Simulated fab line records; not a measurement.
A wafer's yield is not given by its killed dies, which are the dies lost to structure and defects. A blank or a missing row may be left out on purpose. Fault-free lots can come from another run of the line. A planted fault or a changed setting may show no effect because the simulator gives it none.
fab line records | flow gf180mcu
record: lots: 13 | wafers: 39 | last-day: 34
route steps=602 shown M3@423 V3@433
lots that met no fault: from a run of the same line without faults
start-h: the number of hours between the record's first day and the start of the first shown wafer of the lot | wait-h: hours elapsed since this lot's preceding step | " identical to the entry in the row above | L1.1+2: a single row standing in for several wafers | - no value, or no start given | * or withheld: withheld | < > ~ a bound
route shown NAME@n: names a module that has steps shown in the file, with the first one's number in the route | usual: average and standard deviation across the fault-free wafers | same: alike in all rows | chamber/n: place in a boat | sites: the reading at each site | _std_site: how widely they spread, as a standard deviation | _edge_site: the outer-site mean with the inner-site mean subtracted | radius-mm: for every site, how far away it sits from the centre of the wafer | mask NAME#n: copy n | behind: the last tool/chamber to shape the wafer | hold: reason for holding the lot/hours on hold/outcome of the hold | device: names the non-switching transistor (n, p or np) | end of line: at the end of the route, the tests of the same wafers | where a step has no rows: the recipe by itself | killed: count of dies lost to structure and defects at first sort (not the wafer's yield) | map: a wafer's dies, x killed, . not, _ none there
set.NAME: the run value of the setting; set.NAME@STEP: its run value at that earlier step | model.NAME: the simulator's own value behind a step, which no gauge read
one table for each step of the route and one row for each wafer, over a sample of lots
services: the hour from which a tool's chamber was out of use, counted from the record's first day as start-h (under 0 if before that day), plus the number of hours and why
== steps ==
step: GF_M3_CD_MEAS_14
recipe: target-cd-nm: 280
usual: cd-nm: 280.7/1.4
lot.wafer | tool      | chamber | start-h | wait-h | cd-nm
L973.2    | cd-sem-01 | -       | 484.51  | 0.1    | 281.0
L973.3    | "         | -       | "       | "      | 281.7
L973.5    | "         | -       | "       | "      | 280.3
L974.3    | cd-sem-02 | -       | 496.22  | 0.1    | 279.8
L974.4    | "         | -       | "       | "      | 279.9
L974.6    | "         | -       | "       | "      | 280.2
L975.1    | cd-sem-02 | -       | 501.89  | 0.1    | 281.4
L975.2    | "         | -       | "       | "      | 281.6
L975.3    | "         | -       | "       | "      | 283.3
L976.4    | cd-sem-01 | -       | 515.18  | 0.1    | 282.6
L976.5    | "         | -       | "       | "      | 284.1
L976.6    | "         | -       | "       | "      | 282.5
L977.2    | cd-sem-01 | -       | 524.56  | 0.1    | 280.1
L977.3    | "         | -       | "       | "      | 280.4
L977.6    | "         | -       | "       | "      | 280.3
L978.2    | cd-sem-01 | -       | 533.01  | 0.1    | 283.6
L978.3    | "         | -       | "       | "      | 282.5
L978.5    | "         | -       | "       | "      | 282.9
L979.3    | cd-sem-01 | -       | 537.38  | 0.1    | 280.2
L979.4    | "         | -       | "       | "      | 280.9
L979.6    | "         | -       | "       | "      | 280.8
L980.2    | cd-sem-02 | -       | 547.31  | 0.1    | 283.4
L980.4    | "         | -       | "       | "      | 282.6
L980.6    | "         | -       | "       | "      | 282.4
L981.2    | cd-sem-01 | -       | 551.39  | 0.1    | 279.5
L981.4    | "         | -       | "       | "      | 278.3
L981.5    | "         | -       | "       | "      | 279.6
L982.1    | cd-sem-02 | -       | 567.94  | 0.1    | 282.7
L982.4    | "         | -       | "       | "      | 281.3
L982.6    | "         | -       | "       | "      | 281.4
L987.2    | cd-sem-01 | -       | 607.80  | 0.1    | 280.2
L987.4    | "         | -       | "       | "      | 281.2
L987.5    | "         | -       | "       | "      | 280.6
L993.1    | cd-sem-01 | -       | 650.09  | 0.1    | 278.6
L993.4    | "         | -       | "       | "      | 280.1
L993.6    | "         | -       | "       | "      | 279.7
L995.2    | cd-sem-02 | -       | 661.80  | 0.1    | 282.6
L995.5    | "         | -       | "       | "      | 280.2
L995.6    | "         | -       | "       | "      | 281.0
step: GF_M3_OVL_MEAS_15
usual: M3_OVL: 0/5.2
lot.wafer | tool       | chamber | start-h | wait-h | M3_OVL[nm]
L973.2    | overlay-01 | -       | 484.61  | 0.1    | -1
L973.3    | "          | -       | "       | "      | -3
L973.5    | "          | -       | "       | "      | -2
L974.3    | overlay-02 | -       | 496.31  | 0.1    | 2
L974.4    | "          | -       | "       | "      | 4
L974.6    | "          | -       | "       | "      | 0
L975.1    | overlay-01 | -       | 502.01  | 0.1    | 1
L975.2    | "          | -       | "       | "      | 0
L975.3    | "          | -       | "       | "      | 6
L976.4    | overlay-02 | -       | 515.27  | 0.1    | 8
L976.5    | "          | -       | "       | "      | -2
L976.6    | "          | -       | "       | "      | 4
L977.2    | overlay-01 | -       | 524.66  | 0.1    | 4
L977.3    | "          | -       | "       | "      | 4
L977.6    | "          | -       | "       | "      | 6
L978.2    | overlay-02 | -       | 533.11  | 0.1    | 3
L978.3    | "          | -       | "       | "      | -4
L978.5    | "          | -       | "       | "      | 12
L979.3    | overlay-02 | -       | 537.47  | 0.1    | -10
L979.4    | "          | -       | "       | "      | -4
L979.6    | "          | -       | "       | "      | -5
L980.2    | overlay-02 | -       | 547.41  | 0.1    | -4
L980.4    | "          | -       | "       | "      | 1
L980.6    | "          | -       | "       | "      | -3
L981.2    | overlay-02 | -       | 551.49  | 0.1    | -1
L981.4    | "          | -       | "       | "      | -3
L981.5    | "          | -       | "       | "      | -10
L982.1    | overlay-02 | -       | 568.06  | 0.1    | -3
L982.4    | "          | -       | "       | "      | 2
L982.6    | "          | -       | "       | "      | -1
L987.2    | overlay-02 | -       | 607.91  | 0.1    | 2
L987.4    | "          | -       | "       | "      | 7
L987.5    | "          | -       | "       | "      | 7
L993.1    | overlay-01 | -       | 650.21  | 0.1    | -1
L993.4    | "          | -       | "       | "      | 4
L993.6    | "          | -       | "       | "      | 3
L995.2    | overlay-02 | -       | 661.91  | 0.1    | -5
L995.5    | "          | -       | "       | "      | -4
L995.6    | "          | -       | "       | "      | -5
step: GF_V3_CMP_04
recipe: material: SiO2 | down-force-psi: 4 | platen-rpm: 60 | pad-velocity-m-s: 0.94248
usual: motor-current-A: 11.6/1.1 | platen-rpm: 60.00/0.038 | slurry-flow-ml-min: 150.0/0.45 | time-to-endpoint-s: 80/6.1
lot.wafer | tool   | chamber | start-h | wait-h | motor-current-A | platen-rpm | slurry-flow-ml-min | time-to-endpoint-s
L973.3    | cmp-02 | 2       | 485.74  | 0.1    | 10.9            | 59.96      | 150.2              | 81
L973.2    | "      | 0       | "       | "      | 14.1            | 59.98      | 149.5              | 85
L973.5    | "      | 2       | "       | "      | 11.3            | 59.98      | 150.1              | 85
L974.4    | cmp-02 | 2       | 497.28  | 0.0    | 11.2            | 60.00      | 149.9              | 79
L974.3    | "      | 0       | "       | "      | 13.8            | 60.00      | 150.6              | 69
L974.6    | "      | 3       | "       | "      | 10.1            | 60.04      | 150.2              | 75
L975.3    | cmp-02 | 3       | 503.29  | 0.4    | 9.9             | 59.98      | 151.0              | 73
L975.2    | "      | 0       | "       | "      | 14.3            | 60.02      | 150.0              | 82
L975.1    | "      | 1       | "       | "      | 11.2            | 59.92      | 149.3              | 71
L976.4    | cmp-01 | 1       | 516.44  | 0.2    | 10.7            | 60.06      | 150.0              | 79
L976.5    | "      | 2       | "       | "      | 11.8            | 59.94      | 150.0              | 71
L976.6    | "      | 3       | "       | "      | 11.7            | 59.95      | 149.5              | 81
L977.3    | cmp-02 | 3       | 525.60  | 0.0    | 10.7            | 60.01      | 150.2              | 75
L977.2    | "      | 1       | "       | "      | 11.1            | 60.09      | 149.6              | 75
L977.6    | "      | 0       | "       | "      | 14.2            | 59.97      | 150.3              | 85
L978.2    | cmp-02 | 3       | 534.15  | 0.1    | 10.2            | 59.98      | 150.3              | 74
L978.3    | "      | 0       | "       | "      | 13.0            | 60.00      | 150.5              | 81
L978.5    | "      | 1       | "       | "      | 10.9            | 60.06      | 149.3              | 78
L979.4    | cmp-01 | 0       | 538.54  | 0.1    | 12.9            | 60.05      | 149.6              | 85
L979.3    | "      | 1       | "       | "      | 10.7            | 60.03      | 150.1              | 81
L979.6    | "      | 3       | "       | "      | 12.2            | 60.00      | 149.6              | 87
L980.2    | cmp-01 | 1       | 548.52  | 0.1    | 10.6            | 60.00      | 149.9              | 75
L980.4    | "      | 3       | "       | "      | 11.8            | 60.02      | 150.8              | 87
L980.6    | "      | 1       | "       | "      | 10.2            | 60.01      | 150.2              | 78
L981.2    | cmp-02 | 0       | 552.49  | 0.0    | 13.3            | 59.99      | 150.9              | 79
L981.4    | "      | 2       | "       | "      | 11.4            | 60.00      | 149.7              | 82
L981.5    | "      | 0       | "       | "      | 13.4            | 59.99      | 150.0              | 82
L982.4    | cmp-01 | 3       | 569.00  | 0.0    | 11.9            | 59.99      | 150.1              | 70
L982.1    | "      | 2       | "       | "      | 11.5            | 60.01      | 149.8              | 66
L982.6    | "      | 0       | "       | "      | 12.1            | 60.00      | 150.1              | 74
L987.4    | cmp-01 | 3       | 609.05  | 0.1    | 12.4            | 59.92      | 150.3              | 84
L987.2    | "      | 0       | "       | "      | 12.4            | 59.97      | 150.4              | 13
L987.5    | "      | 3       | "       | "      | 11.9            | 59.93      | 149.5              | 90
L993.4    | cmp-02 | 0       | 651.39  | 0.2    | 13.3            | 60.12      | 150.0              | 93
L993.1    | "      | 1       | "       | "      | 11.4            | 60.04      | 149.9              | 79
L993.6    | "      | 3       | "       | "      | 10.6            | 59.99      | 151.1              | 90
L995.2    | cmp-02 | 3       | 663.20  | 0.0    | 9.7             | 60.01      | 149.9              | 80
L995.5    | "      | 3       | "       | "      | 10.1            | 59.95      | 150.2              | 88
L995.6    | "      | 0       | "       | "      | 13.5            | 59.99      | 150.6              | 85
step: GF_V3_OVL_MEAS_15
usual: V3_OVL: -2/5.7
lot.wafer | tool       | chamber | start-h | wait-h | V3_OVL[nm]
L973.2    | overlay-01 | -       | 510.27  | 0.1    | -5
L973.3    | "          | -       | "       | "      | -6
L973.5    | "          | -       | "       | "      | -2
L974.3    | overlay-01 | -       | 521.51  | 0.1    | -2
L974.4    | "          | -       | "       | "      | 1
L974.6    | "          | -       | "       | "      | 2
L975.1    | overlay-01 | -       | 527.24  | 0.1    | 1
L975.2    | "          | -       | "       | "      | 2
L975.3    | "          | -       | "       | "      | 4
L976.4    | overlay-02 | -       | 539.91  | 0.1    | 9
L976.5    | "          | -       | "       | "      | -4
L976.6    | "          | -       | "       | "      | 4
L977.2    | overlay-01 | -       | 548.37  | 0.1    | 7
L977.3    | "          | -       | "       | "      | -3
L977.6    | "          | -       | "       | "      | 0
L978.2    | overlay-02 | -       | 556.37  | 0.1    | -2
L978.3    | "          | -       | "       | "      | -6
L978.5    | "          | -       | "       | "      | -3
L979.3    | overlay-02 | -       | 562.01  | 0.1    | 0
L979.4    | "          | -       | "       | "      | 0
L979.6    | "          | -       | "       | "      | 2
L980.2    | overlay-02 | -       | 569.92  | 0.1    | -4
L980.4    | "          | -       | "       | "      | -1
L980.6    | "          | -       | "       | "      | -3
L981.2    | overlay-02 | -       | 574.91  | 0.1    | -7
L981.4    | "          | -       | "       | "      | -5
L981.5    | "          | -       | "       | "      | -3
L982.1    | overlay-01 | -       | 591.39  | 0.1    | -6
L982.4    | "          | -       | "       | "      | 2
L982.6    | "          | -       | "       | "      | 2
L987.2    | overlay-02 | -       | 629.57  | 0.1    | 6
L987.4    | "          | -       | "       | "      | 8
L987.5    | "          | -       | "       | "      | -2
L993.1    | overlay-01 | -       | 670.46  | 0.1    | 0
L993.4    | "          | -       | "       | "      | 9
L993.6    | "          | -       | "       | "      | -2
L995.2    | overlay-02 | -       | 682.67  | 0.1    | -7
L995.5    | "          | -       | "       | "      | 2
L995.6    | "          | -       | "       | "      | -4
step: GF_V3_ETCH_17
recipe: chemistry: C4F8/O2/Ar | mask-material: KrF | target: SiO2 | stop-on: TiN | source-w: 1500 | bias-w: 1200 | pressure-mtorr: 40 | c4f8-flow-sccm: withheld | O2_flow_sccm: 6 | Ar_flow_sccm: 300 | time-s: withheld | target-depth-a: 6350
usual: oes-product-au: 0.856/0.0044
lot.wafer | tool        | chamber | start-h | wait-h | oes-product-au
L973.2    | rie-diel-02 | 1       | -       | -      | 0.849
L973.3    | "           | 3       | "       | "      | 0.863
L973.5    | "           | 1       | "       | "      | 0.862
L974.3    | rie-diel-02 | 0       | -       | -      | 0.853
L974.4    | "           | 2       | "       | "      | 0.860
L974.6    | "           | 1       | "       | "      | 0.854
L975.1    | rie-diel-03 | 1       | -       | -      | 0.852
L975.2    | "           | 0       | "       | "      | 0.863
L975.3    | "           | 2       | "       | "      | 0.858
L976.4    | rie-diel-03 | 2       | -       | -      | 0.867
L976.5    | "           | 1       | "       | "      | 0.861
L976.6    | "           | 0       | "       | "      | 0.850
L977.2    | rie-diel-02 | 3       | -       | -      | 0.859
L977.3    | "           | 2       | "       | "      | 0.852
L977.6    | "           | 0       | "       | "      | 0.858
L978.2    | rie-diel-02 | 3       | -       | -      | 0.857
L978.3    | "           | 0       | "       | "      | 0.857
L978.5    | "           | 2       | "       | "      | 0.858
L979.3    | rie-diel-02 | 3       | -       | -      | 0.856
L979.4    | "           | 2       | "       | "      | 0.852
L979.6    | "           | 3       | "       | "      | 0.856
L980.2    | rie-diel-03 | 2       | -       | -      | 0.859
L980.4    | "           | 1       | "       | "      | 0.850
L980.6    | "           | 1       | "       | "      | 0.861
L981.2    | rie-diel-02 | 2       | -       | -      | 0.858
L981.4    | "           | 1       | "       | "      | 0.854
L981.5    | "           | 0       | "       | "      | 0.860
L982.1    | rie-diel-04 | 1       | -       | -      | 0.850
L982.4    | "           | 3       | "       | "      | 0.857
L982.6    | "           | 0       | "       | "      | 0.853
L987.2    | rie-diel-02 | 3       | -       | -      | 0.972
L987.4    | "           | 2       | "       | "      | 0.851
L987.5    | "           | 0       | "       | "      | 0.857
L993.1    | rie-diel-02 | 3       | -       | -      | 0.862
L993.4    | "           | 1       | "       | "      | 0.855
L993.6    | "           | 2       | "       | "      | 0.864
L995.2    | rie-diel-03 | 3       | -       | -      | 0.864
L995.5    | "           | 0       | "       | "      | 0.854
L995.6    | "           | 1       | "       | "      | 0.866
== services ==
tool        | chamber | start-h | hours | kind
rie-diel-04 | 0       | 467.08  | 14.3  | repair
rie-diel-02 | 1       | 472.76  | 2.5   | repair
rie-diel-02 | 2       | 494.53  | -     | clean
rie-diel-02 | 2       | 494.53  | 23.0  | scheduled-down
rie-diel-02 | 2       | 494.53  | 23.0  | vent-cycle
cmp-02      | -       | 499.08  | 1.5   | repair
cmp-01      | -       | 502.89  | 1.2   | repair
rie-diel-04 | -       | 527.64  | 0.6   | repair
cmp-01      | -       | 529.40  | 1.8   | repair
rie-diel-03 | 3       | 534.96  | 5.5   | repair
cmp-02      | -       | 544.01  | 0.6   | repair
rie-diel-04 | 1       | 568.66  | 9.9   | repair
cmp-01      | -       | 572.00  | 4.0   | pm
cmp-01      | -       | 576.00  | -     | consumable-replace:conditioner
cmp-01      | -       | 576.00  | -     | consumable-replace:pad
cmp-02      | -       | 577.39  | 2.5   | repair
cmp-01      | -       | 583.83  | 3.3   | pm
cmp-01      | -       | 588.78  | 2.2   | repair
rie-diel-02 | 0       | 589.76  | 10.9  | repair
rie-diel-02 | -       | 593.68  | 4.0   | pm
cmp-02      | -       | 608.44  | 3.8   | repair
rie-diel-02 | 1       | 632.59  | 5.8   | repair
== key ==
first-sign: step: GF_V3_CMP_04 | reading: time-to-endpoint-s | direction: down | sigmas: 11 | usual: * | struck: *
effect: step: GF_V3_ETCH_17 | reading: oes-product-au | direction: up | sigmas: 27 | usual: 0.856 | struck: 0.972
met-at GF_V3_CMP_04
struck-lots L987
struck-wafers L987.2
sort-left-out L987.2
not-acting-at GF_M3_CD_MEAS_14,GF_M3_OVL_MEAS_15,GF_V3_OVL_MEAS_15
onset-between 569.00 609.05
fault: kind: process-parameter-drift | tool: cmp-01 | chamber: 0 | onset-h: 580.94 | steps: GF_V3_CMP_04 | channel: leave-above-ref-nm | offset: 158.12 | shape: step | end-h: 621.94 | acts-in: these-recipes-only | stated: 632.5
sort-left-out: the simulated sort isn't trusted on such a fault, so these wafers' sort isn't shown, and their yield isn't known
